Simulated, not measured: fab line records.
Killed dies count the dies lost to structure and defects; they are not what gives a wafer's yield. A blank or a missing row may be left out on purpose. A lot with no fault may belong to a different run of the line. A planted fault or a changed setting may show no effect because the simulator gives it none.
Lot-split experiment || flow gf180mcu || 23 wafers read from 5 lots, route of 602 steps

## SPLIT DETAILS
At GF_VT_IMPLANT_IMPLANT_30, the setting energy_kev was moved away from the recipe's 25 on 7 of the 23 wafers read, by -5.0% to +7.6%. This setting was run at the recipe's value on the other wafers.

Reading taken at the split's own step.

## THE READING
In nm, at GF_VT_IMPLANT_IMPLANT_30: implant.drp_nm, which is the simulator's own figure and was read by no gauge. No usual value for it is given in the file.

{"wafer": "L074.1", "tool, chamber at the split": "implanter-03, 0", "energy_kev as run": 25, "against the recipe": "recipe", "implant.drp_nm, nm": 35.62, "against lot-mates on the recipe": "-"}
{"wafer": "L074.2", "tool, chamber at the split": "implanter-03, 0", "energy_kev as run": 25, "against the recipe": "recipe", "implant.drp_nm, nm": 35.62, "against lot-mates on the recipe": "-"}
{"wafer": "L074.3", "tool, chamber at the split": "implanter-03, 0", "energy_kev as run": 25, "against the recipe": "recipe", "implant.drp_nm, nm": 35.62, "against lot-mates on the recipe": "-"}
{"wafer": "L074.4", "tool, chamber at the split": "implanter-03, 0", "energy_kev as run": 25, "against the recipe": "recipe", "implant.drp_nm, nm": 35.62, "against lot-mates on the recipe": "-"}
{"wafer": "L074.6", "tool, chamber at the split": "implanter-03, 0", "energy_kev as run": 25, "against the recipe": "recipe", "implant.drp_nm, nm": 35.62, "against lot-mates on the recipe": "-"}
{"wafer": "L076.1", "tool, chamber at the split": "implanter-01, 0", "energy_kev as run": 25, "against the recipe": "recipe", "implant.drp_nm, nm": 35.62, "against lot-mates on the recipe": "-"}
{"wafer": "L076.2", "tool, chamber at the split": "implanter-01, 0", "energy_kev as run": 25, "against the recipe": "recipe", "implant.drp_nm, nm": 35.62, "against lot-mates on the recipe": "-"}
{"wafer": "L076.4", "tool, chamber at the split": "implanter-01, 0", "energy_kev as run": 23.74, "against the recipe": "-5.0%", "implant.drp_nm, nm": 33.53, "against lot-mates on the recipe": -2.09}
{"wafer": "L076.5", "tool, chamber at the split": "implanter-01, 0", "energy_kev as run": 23.74, "against the recipe": "-5.0%", "implant.drp_nm, nm": 33.53, "against lot-mates on the recipe": -2.09}
{"wafer": "L076.6", "tool, chamber at the split": "implanter-01, 0", "energy_kev as run": 23.74, "against the recipe": "-5.0%", "implant.drp_nm, nm": 33.53, "against lot-mates on the recipe": -2.09}
{"wafer": "L077.1", "tool, chamber at the split": "implanter-03, 0", "energy_kev as run": 25, "against the recipe": "recipe", "implant.drp_nm, nm": 35.62, "against lot-mates on the recipe": "-"}
{"wafer": "L077.5", "tool, chamber at the split": "implanter-03, 0", "energy_kev as run": 25, "against the recipe": "recipe", "implant.drp_nm, nm": 35.62, "against lot-mates on the recipe": "-"}
{"wafer": "L077.6", "tool, chamber at the split": "implanter-03, 0", "energy_kev as run": 25, "against the recipe": "recipe", "implant.drp_nm, nm": 35.62, "against lot-mates on the recipe": "-"}
{"wafer": "L078.1", "tool, chamber at the split": "implanter-02, 0", "energy_kev as run": 25, "against the recipe": "recipe", "implant.drp_nm, nm": 35.62, "against lot-mates on the recipe": "-"}
{"wafer": "L078.2", "tool, chamber at the split": "implanter-02, 0", "energy_kev as run": 25, "against the recipe": "recipe", "implant.drp_nm, nm": 35.62, "against lot-mates on the recipe": "-"}
{"wafer": "L078.4", "tool, chamber at the split": "implanter-02, 0", "energy_kev as run": 25, "against the recipe": "recipe", "implant.drp_nm, nm": 35.62, "against lot-mates on the recipe": "-"}
{"wafer": "L078.5", "tool, chamber at the split": "implanter-02, 0", "energy_kev as run": 23.85, "against the recipe": "-4.6%", "implant.drp_nm, nm": 33.71, "against lot-mates on the recipe": -1.91}
{"wafer": "L078.6", "tool, chamber at the split": "implanter-02, 0", "energy_kev as run": 23.85, "against the recipe": "-4.6%", "implant.drp_nm, nm": 33.71, "against lot-mates on the recipe": -1.91}
{"wafer": "L080.2", "tool, chamber at the split": "implanter-01, 0", "energy_kev as run": 26.9, "against the recipe": "+7.6%", "implant.drp_nm, nm": 38.74, "against lot-mates on the recipe": "+3.12"}
{"wafer": "L080.4", "tool, chamber at the split": "implanter-01, 0", "energy_kev as run": 26.9, "against the recipe": "+7.6%", "implant.drp_nm, nm": 38.74, "against lot-mates on the recipe": "+3.12"}
{"wafer": "L080.3", "tool, chamber at the split": "implanter-01, 0", "energy_kev as run": 25, "against the recipe": "recipe", "implant.drp_nm, nm": 35.62, "against lot-mates on the recipe": "-"}
{"wafer": "L080.5", "tool, chamber at the split": "implanter-01, 0", "energy_kev as run": 25, "against the recipe": "recipe", "implant.drp_nm, nm": 35.62, "against lot-mates on the recipe": "-"}
{"wafer": "L080.6", "tool, chamber at the split": "implanter-01, 0", "energy_kev as run": 25, "against the recipe": "recipe", "implant.drp_nm, nm": 35.62, "against lot-mates on the recipe": "-"}

FIT RESULTS
A straight line over all 23 wafers: implant.drp_nm changes by +0.413 nm for each +1% of energy_kev; r = +1.00; the points scatter about the line by 0.0061 nm.
The same after taking each lot's own level away (the mean of its wafers on the recipe; 23 wafers): +0.413 nm for each +1%; r = +1.00; scatter 0.0061 nm.
Per that fit: largest energy_kev move, reading shift of 3.1 nm.
The lots' own levels span 35.620 to 35.620 nm.
So the lot-to-lot level changes the slope little: the two slopes agree.
Check: with one of the wafers moved furthest among these (+7.6%) left out of the fit, the line predicts +3.14 nm for it against its lot-mates. Against them it came out at +3.12 nm.

## OTHER SPLITS ON THESE WAFERS
Before the reading, these wafers also passed through other splits. Each is held against what the fit with the lots' levels taken away leaves over:
{"other split on the same wafers": "GF_STI_COAT_07 resist_thk_nm", "wafers away from the commonest value": 11, "r with implant.drp_nm (lot level and that fit taken away)": "+0.15"}
{"other split on the same wafers": "GF_STI_PEB_10 peb_time_s", "wafers away from the commonest value": 6, "r with implant.drp_nm (lot level and that fit taken away)": "+0.14"}
{"other split on the same wafers": "GF_STI_CVD_23 sih4_flow_sccm", "wafers away from the commonest value": 8, "r with implant.drp_nm (lot level and that fit taken away)": "+0.08"}
{"other split on the same wafers": "GF_STI_OXIDATION_29 ox_time_s", "wafers away from the commonest value": 15, "r with implant.drp_nm (lot level and that fit taken away)": -0.27}
{"other split on the same wafers": "GF_NWELL_EXPOSE_04 dose_mj", "wafers away from the commonest value": 4, "r with implant.drp_nm (lot level and that fit taken away)": -0.05}
{"other split on the same wafers": "GF_NWELL_STRIP_10 o2_flow_sccm", "wafers away from the commonest value": 8, "r with implant.drp_nm (lot level and that fit taken away)": -0.14}
{"other split on the same wafers": "GF_LVPWELL_STRIP_10 pressure_mtorr", "wafers away from the commonest value": 15, "r with implant.drp_nm (lot level and that fit taken away)": "+0.15"}
{"other split on the same wafers": "GF_MVSD_STRIP_10 power_w", "wafers away from the commonest value": 7, "r with implant.drp_nm (lot level and that fit taken away)": -0.26}
{"other split on the same wafers": "GF_VT_IMPLANT_COAT_02 resist_thk_nm", "wafers away from the commonest value": 9, "r with implant.drp_nm (lot level and that fit taken away)": -0.07}
{"other split on the same wafers": "GF_VT_IMPLANT_IMPLANT_08 energy_kev", "wafers away from the commonest value": 12, "r with implant.drp_nm (lot level and that fit taken away)": "+0.03"}

## THE WHOLE CHAIN: every reading that the file lists as answering this split, in the file's order
{"step": "GF_VT_IMPLANT_IMPLANT_30", "what it does": "", "reading": "implant.rp_nm (the simulator's own value, which no gauge read)", "change (the file's fit)": "+0.81 nm for each +1% of the setting", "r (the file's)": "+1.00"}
{"step": "GF_VT_IMPLANT_IMPLANT_30", "what it does": "", "reading": "implant.drp_nm (the simulator's own value, which no gauge read)", "change (the file's fit)": "+0.413 nm for each +1% of the setting", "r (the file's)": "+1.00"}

## FILE'S OWN FIT
implant.drp_nm changes by +0.413 nm for each +1% of energy_kev, r = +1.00.
